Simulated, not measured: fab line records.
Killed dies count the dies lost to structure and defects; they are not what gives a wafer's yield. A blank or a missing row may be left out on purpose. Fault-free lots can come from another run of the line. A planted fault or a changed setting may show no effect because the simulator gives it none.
Matching of chambers | flow sky130 | 4 sister chambers for SKY_CONTACT_CMP_04 on cmp-01
The step polishes SiO2. 33 wafers are shown with their chamber, then 12 later ones without.

## WAFERS WITH THEIR CHAMBER
wafer  | chamber | motor_current_A (A) | time_to_endpoint_s (s) | edge_zone_pressure_frac
L075.2 | 1       | 13.8                | 82                     | 0.991
L075.3 | 0       | 11.7                | 85                     | 1.004
L075.6 | 1       | 13.4                | 82                     | 0.992
L077.2 | 2       | 11.3                | 84                     | 0.997
L077.3 | 1       | 13.8                | 87                     | 1.000
L077.4 | 0       | 11.9                | 91                     | 0.992
L080.1 | 1       | 13.3                | 79                     | 0.997
L080.2 | 2       | 10.9                | 82                     | 1.006
L080.5 | 3       | 12.0                | 82                     | 1.003
L083.3 | 0       | 11.6                | 85                     | 1.001
L083.4 | 2       | 10.8                | 91                     | 1.003
L083.5 | 0       | 11.6                | 86                     | 0.995
L084.2 | 0       | 11.0                | 87                     | 1.010
L084.3 | 3       | 12.4                | 86                     | 0.993
L084.6 | 1       | 13.4                | 82                     | 1.004
L086.1 | 1       | 13.9                | 85                     | 1.008
L086.4 | 0       | 11.3                | 91                     | 0.997
L086.6 | 3       | 12.7                | 84                     | 0.992
L087.2 | 0       | 11.7                | 93                     | 0.999
L087.4 | 1       | 12.9                | 81                     | 1.009
L087.6 | 3       | 12.2                | 89                     | 0.998
L088.2 | 0       | 11.2                | 90                     | 1.003
L088.3 | 1       | 13.5                | 85                     | 1.010
L088.6 | 3       | 12.7                | 84                     | 0.998
L089.2 | 2       | 10.7                | 84                     | 0.996
L089.3 | 0       | 11.1                | 86                     | 1.003
L089.5 | 3       | 12.1                | 84                     | 0.998
L090.1 | 1       | 13.7                | 84                     | 0.993
L090.2 | 2       | 10.6                | 91                     | 0.997
L090.4 | 0       | 11.8                | 86                     | 0.992
L092.1 | 2       | 11.1                | 81                     | 1.002
L092.2 | 1       | 13.8                | 77                     | 1.001
L092.6 | 1       | 13.2                | 80                     | 0.999

SIGNATURES (averages over the wafers above)
reading                 | chamber 0 | chamber 1 | chamber 2 | chamber 3 | scatter within a chamber
motor_current_A         | 11.490    | 13.518    | 10.900    | 12.350    | 0.303
time_to_endpoint_s      | 88.00     | 82.18     | 85.50     | 84.83     | 3.16
edge_zone_pressure_frac | 0.99960   | 1.00036   | 1.00017   | 0.99700   | 0.00564
Rule: a wafer's distance from a chamber is the root of the sum, over the readings, of the square of ((its reading less the chamber's mean) divided by the reading's scatter). If the next closest chamber is less than 2 further off than the closest, the wafer can't be placed; otherwise it belongs to the closest. The scatter: the root of (the sum of the squares of (reading less its chamber's mean) over the shown wafers, divided by (wafers less chambers)).

## WAFERS WHOSE CHAMBER IS MISSING
wafer  | motor_current_A (A) | time_to_endpoint_s (s) | edge_zone_pressure_frac
L093.3 | 11.8                | 85                     | 1.005
L093.4 | 13.9                | 85                     | 1.006
L093.5 | 11.9                | 86                     | 1.002
L095.1 | 12.3                | 78                     | 0.998
L095.2 | 11.3                | 87                     | 1.000
L095.5 | 11.7                | 86                     | 1.001
L096.2 | 10.8                | 81                     | 1.003
L096.5 | 11.3                | 82                     | 1.001
L096.6 | 13.2                | 77                     | 1.006
L097.1 | 11.0                | 84                     | 0.998
L097.2 | 10.8                | 91                     | 0.998
L097.6 | 13.4                | 77                     | 1.002

## EACH ONE'S CHAMBER
wafer  | from the rows above          | in truth
L093.3 | can't be placed: 0 or 3 or 2 | 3
L093.4 | 1                            | 1
L093.5 | can't be placed: 0 or 3 or 2 | 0
L095.1 | can't be placed: 3 or 0      | 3
L095.2 | can't be placed: 0 or 2      | 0
L095.5 | can't be placed: 0 or 3 or 2 | 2
L096.2 | can't be placed: 2 or 0      | 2
L096.5 | can't be placed: 2 or 0 or 3 | 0
L096.6 | can't be placed: 1 or 3      | 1
L097.1 | can't be placed: 2 or 0      | 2
L097.2 | can't be placed: 2 or 0      | 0
L097.6 | 1                            | 1
Correct placement for 2 of the 12. Cannot be placed on the basis of these rows: 10; the candidates contain the true chamber in 10. Wrongly placed: 0.
